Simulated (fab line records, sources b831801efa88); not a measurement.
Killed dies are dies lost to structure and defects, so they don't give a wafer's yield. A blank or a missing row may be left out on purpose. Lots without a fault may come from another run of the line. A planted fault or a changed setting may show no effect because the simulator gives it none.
A struck lot beside a sound one | flow sky130 | 16 steps out of a route of 708
Sound: wafers L748.1, L748.2, L748.6. Struck: wafer L754.6. (L754.2, L754.4 of the same lot were not struck and are left out.) The cause comes at the end.
At each step with rows: each side's tool, then ch and its chambers, then its first start. Under that, the readings that differ: sound wafers | struck wafers | difference of the means | sigmas: that difference in standard deviations of wafers without a fault.
alike: readings whose means differ by less than 2 such deviations, and words and numbers that are the same on both sides. not compared: withheld readings, readings that some wafer has no value for, bounds like >300 that may hide the same value, and numbers for which the record gives no deviation and whose values overlap.
The two part at a step that has a row with sigmas, a row that says differs or no value, or rows on one side only. Numbers that don't overlap but have no deviation are shown without sigmas and don't part them. A reading that every wafer of one side lacks parts them only if that side has two wafers or more.

first, 3 steps without rows for these wafers: SKY_METAL2_EXPOSE_12 (exposes mask MM2, target cd 140 nm); SKY_METAL2_PEB_13; SKY_METAL2_DEVELOP_14 (develop time 60 s).
SKY_METAL2_CD_MEAS_15: target cd 140 nm.
  sound on cd_sem-01, day 36 18:07; struck on cd_sem-02, day 38 15:10
  alike: cd_nm
SKY_METAL2_OVL_MEAS_16:
  sound on overlay-02, day 36 18:14; struck on overlay-01, day 38 15:16
  reading         | sound  | struck | difference | sigmas
  METAL2_OVL (nm) | -1 0 1 | 10     | +10        | +2
SKY_METAL2_DESCUM_17: chemistry O2, time 8 s.
  sound on rie_metal-01 ch 0,1, day 36 18:16; struck on rie_metal-01 ch 1, day 38 15:17
  alike: drypump_motor_current_A, oes_product_au
  not compared: rf_hours_counter_h
SKY_METAL2_ETCH_18: etches BARC in N2/H2, stops on SiO2, time 45.9 s, target depth 60 nm.
  sound on rie_metal-01 ch 0,1, day 36 18:19; struck on rie_metal-01 ch 1, day 38 15:19
  alike: drypump_motor_current_A, oes_product_au, throttle_valve_pct
  not compared: rf_hours_counter_h
SKY_METAL2_METAL_ETCH_19: etches the open film in Cl2/BCl3, stops on SiO2, target depth 360 nm, time 78 s.
  sound on rie_metal-01 ch 0,1, day 36 18:22; struck on rie_metal-01 ch 1, day 38 15:23
  alike: drypump_motor_current_A, oes_product_au, throttle_valve_pct
  not compared: rf_hours_counter_h
SKY_METAL2_STRIP_20: strips in O2/N2.
  sound on plasma_asher-04 ch 0,1, day 36 18:28; struck on plasma_asher-03 ch 0, day 38 15:29
  reading                      | sound          | struck | difference | sigmas
  strip_time_to_endpoint_s (s) | 2.63 2.65 2.64 | 2.74   | +0.10      | +3
  alike: drypump_motor_current_A, o2_flow_sccm, oes_product_au
  not compared: rf_hours_counter_h
then, 3 steps without rows for these wafers: SKY_METAL2_STRIP_21 (strips in post etch residue remover, time 1200 s); SKY_METAL2_CLEAN_22 (cleans in IPA, time 180 s); SKY_METAL2_CLEAN_23 (cleans in O3/DIW).
SKY_VIA2_HDPCVD_00: deposits SiO2, target thk 1180 nm, time 192.2 s.
  sound on hdpcvd-01 ch 0,1,2, day 36 19:03; struck on hdpcvd-01 ch 2, day 38 16:04
  reading                                  | sound             | struck | difference | sigmas
  sih4_flow_sccm (sccm)                    | 59.88 60.00 60.01 | 89.86  | +29.90     | +99 or more
  model.SiO2_of_VIA2_HDPCVD_00.thk_nm (nm) | 1164 1176 1160    | 1734   | +567       |
  alike: pressure_mtorr
SKY_VIA2_THK_MEAS_01:
  sound on film_metro-03, day 36 19:11; struck on film_metro-02, day 38 16:13
  reading              | sound          | struck | difference | sigmas
  VIA2_HDPCVD_THK (nm) | 1165 1177 1160 | 1734   | +567       | +61
SKY_VIA2_CMP_02: polishes SiO2.
  sound on cmp-02 ch 0,2,3, day 36 19:14; struck on cmp-02 ch 3, day 38 16:16
  alike: head_pressure_psi, motor_current_A
then, 1 step without rows for these wafers: SKY_PAD_OPEN_PROBE_99.

WHERE THEY PART
First at SKY_METAL2_OVL_MEAS_16; last, within this record, at SKY_VIA2_THK_MEAS_01. Later steps at which nothing parts them and some readings are alike: SKY_VIA2_CMP_02.

WHY: what the simulator had put in
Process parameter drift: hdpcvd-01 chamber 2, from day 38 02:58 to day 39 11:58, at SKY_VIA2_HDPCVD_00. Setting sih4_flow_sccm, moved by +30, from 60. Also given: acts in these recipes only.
